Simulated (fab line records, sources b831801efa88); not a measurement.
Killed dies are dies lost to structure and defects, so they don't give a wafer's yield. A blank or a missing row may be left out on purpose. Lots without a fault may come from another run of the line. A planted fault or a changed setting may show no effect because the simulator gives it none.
Which tool did it? | flow sky130 | 10 lots, 30 wafers sampled, at 3 steps of a route of 708

WHAT THE GAUGES READ, wafer by wafer
SKY_POLY_GATE_THK_MEAS_01.
lot  | measured     | on            | POLY_GATE_CVD_00_THK (nm)
L808 | day 13 22:32 | film_metro-03 | 175.9 178.0 178.6
L811 | day 14 23:32 | film_metro-01 | 164.2 157.5 143.7
L812 | day 15 19:09 | film_metro-01 | 151.4 164.2 171.5
L813 | day 15 20:29 | film_metro-01 | 129.7 132.9 137.3
L823 | day 21 04:33 | film_metro-01 | 181.9 182.1 180.8
L825 | day 21 04:36 | film_metro-04 | 181.0 180.0 179.5
L826 | day 21 04:37 | film_metro-03 | 179.8 180.4 180.1
L828 | day 21 07:02 | film_metro-03 | 181.2 181.0 178.9
L827 | day 21 11:42 | film_metro-01 | 179.2 179.0 179.4
L829 | day 21 20:03 | film_metro-03 | 177.8 178.4 177.8

WHICH TOOL RAN EACH LOT (tool, then ch and the chambers of the sampled wafers, then the start)
lot  | SKY_GATE_OXIDE_STRIP_13              | SKY_POLY_GATE_CVD_00
L808 | plasma_asher-04 ch 0,1, day 13 17:28 | lpcvd-01 ch 1, day 13 20:44
L811 | plasma_asher-04 ch 0,1, day 14 20:02 | lpcvd-01 ch 1, day 14 22:19
L812 | plasma_asher-01 ch 0, day 15 14:00   | lpcvd-01 ch 1, day 15 17:56
L813 | plasma_asher-04 ch 0,1, day 15 15:47 | lpcvd-01 ch 1, day 15 19:16
L823 | plasma_asher-04 ch 0,1, day 19 15:14 | lpcvd-01 ch 0, day 21 03:20
L825 | plasma_asher-04 ch 0,1, day 20 18:49 | lpcvd-01 ch 0, day 21 03:20
L826 | plasma_asher-03 ch 0,1, day 20 22:55 | lpcvd-01 ch 1, day 21 03:20
L828 | plasma_asher-03 ch 0,1, day 21 04:02 | lpcvd-01 ch 0, day 21 05:50
L827 | plasma_asher-04 ch 0,1, day 21 08:45 | lpcvd-01 ch 1, day 21 10:29
L829 | plasma_asher-01 ch 0,1, day 21 17:01 | lpcvd-01 ch 1, day 21 18:50
- SKY_GATE_OXIDE_STRIP_13: strips in O2/N2.
- SKY_POLY_GATE_CVD_00: deposits poly-Si, target thk 180 nm, time 720 s.

THE ANSWER, worked out from the rows above alone
Rule: what is usual is taken from the lots themselves. Put in order of their means at a reading, lots are off if they are a third of the lots or fewer, leave a main group of 4 or more, and stand apart from it by a gap of 3 or more times the standard deviation of the main group's means; of several such gaps the widest counts. A main group whose means are all the same, to the digits that the tables above print for the reading, isn't used. A lot without any number at a reading at which 4 lots or more have one is off too. The other lots that the step has rows for count as sound.
Off: L811, L812, L813, at SKY_POLY_GATE_THK_MEAS_01 (POLY_GATE_CVD_00_THK). The main group: mean 179.6 nm, standard deviation 1.3.
A tool fits if, at a process step before that reading, it ran every lot that is off, and no sound lot after the first of them. The gauges at SKY_POLY_GATE_THK_MEAS_01 are tried like those tools. None of those tried fits.

WHAT THE SIMULATOR HAD PUT IN
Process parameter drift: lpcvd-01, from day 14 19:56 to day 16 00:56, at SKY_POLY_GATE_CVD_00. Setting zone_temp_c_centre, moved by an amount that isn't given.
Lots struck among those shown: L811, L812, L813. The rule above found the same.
